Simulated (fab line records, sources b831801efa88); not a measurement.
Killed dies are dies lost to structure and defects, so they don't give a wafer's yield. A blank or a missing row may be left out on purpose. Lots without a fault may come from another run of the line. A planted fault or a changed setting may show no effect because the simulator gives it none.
Chamber matching | flow gf180mcu | GF_POLY_GATE_ETCH_12 on rie_diel-02: 4 sister chambers
The step etches BARC in N2/H2. 14 wafers are shown with their chamber, then 7 later ones without.

WAFERS WITH THEIR CHAMBER
wafer  | chamber | oes_product_au (a.u.) | rf_fwd_power_W (W) | chamber_pressure_mTorr (mTorr)
L964.2 | 3       | 0.731                 | 496.1              | 30.006
L964.4 | 2       | 0.740                 | 496.7              | 30.008
L964.6 | 3       | 0.728                 | 496.0              | 29.999
L965.1 | 0       | 0.739                 | 494.0              | 29.982
L965.2 | 3       | 0.731                 | 495.6              | 30.013
L965.3 | 2       | 0.731                 | 497.5              | 29.963
L969.1 | 3       | 0.736                 | 497.0              | 30.005
L969.4 | 1       | 0.732                 | 492.5              | 29.970
L969.6 | 1       | 0.739                 | 495.9              | 29.990
L972.3 | 2       | 0.739                 | 498.6              | 30.013
L972.5 | 0       | 0.738                 | 497.1              | 29.988
L972.6 | 3       | 0.731                 | 499.2              | 29.985
L976.1 | 0       | 0.735                 | 496.9              | 30.017
L976.3 | 3       | 0.728                 | 492.4              | 30.046

SIGNATURES (means of the wafers above)
reading                | chamber 0 | chamber 1 | chamber 2 | chamber 3 | scatter within a chamber
oes_product_au         | 0.73733   | 0.73550   | 0.73667   | 0.73083   | 0.00353
rf_fwd_power_W         | 496.000   | 494.200   | 497.600   | 496.050   | 1.95
chamber_pressure_mTorr | 29.99567  | 29.98000  | 29.99467  | 30.00900  | 0.0212
Rule: a wafer's distance from a chamber is the root of the sum, over the readings, of the square of ((its reading less the chamber's mean) divided by the reading's scatter). The wafer belongs to the nearest chamber; if the next one is less than 2 further off, it can't be placed. The scatter: the root of (the sum of the squares of (reading less its chamber's mean) over the shown wafers, divided by (wafers less chambers)).

WAFERS WITHOUT THEIR CHAMBER
wafer  | oes_product_au (a.u.) | rf_fwd_power_W (W) | chamber_pressure_mTorr (mTorr)
L976.4 | 0.735                 | 496.4              | 30.033
L983.4 | 0.736                 | 498.0              | 30.008
L983.5 | 0.739                 | 496.4              | 29.985
L983.6 | 0.729                 | 497.7              | 30.036
L984.3 | 0.732                 | 494.5              | 29.992
L984.4 | 0.739                 | 498.0              | 29.980
L984.5 | 0.738                 | 494.6              | 30.023

WHICH CHAMBER EACH WENT THROUGH
wafer  | from the rows above               | in truth
L976.4 | can't be placed: 3 or 0 or 2 or 1 | 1
L983.4 | can't be placed: 2 or 0 or 3 or 1 | 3
L983.5 | can't be placed: 0 or 2 or 1 or 3 | 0
L983.6 | can't be placed: 3 or 2 or 0      | 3
L984.3 | can't be placed: 1 or 3 or 0 or 2 | 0
L984.4 | can't be placed: 2 or 0 or 1 or 3 | 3
L984.5 | can't be placed: 0 or 2 or 1 or 3 | 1
Placed correctly: 0 of 7. Can't be placed from these rows: 7 (the true chamber is among the candidates in 7). Placed wrongly: 0.
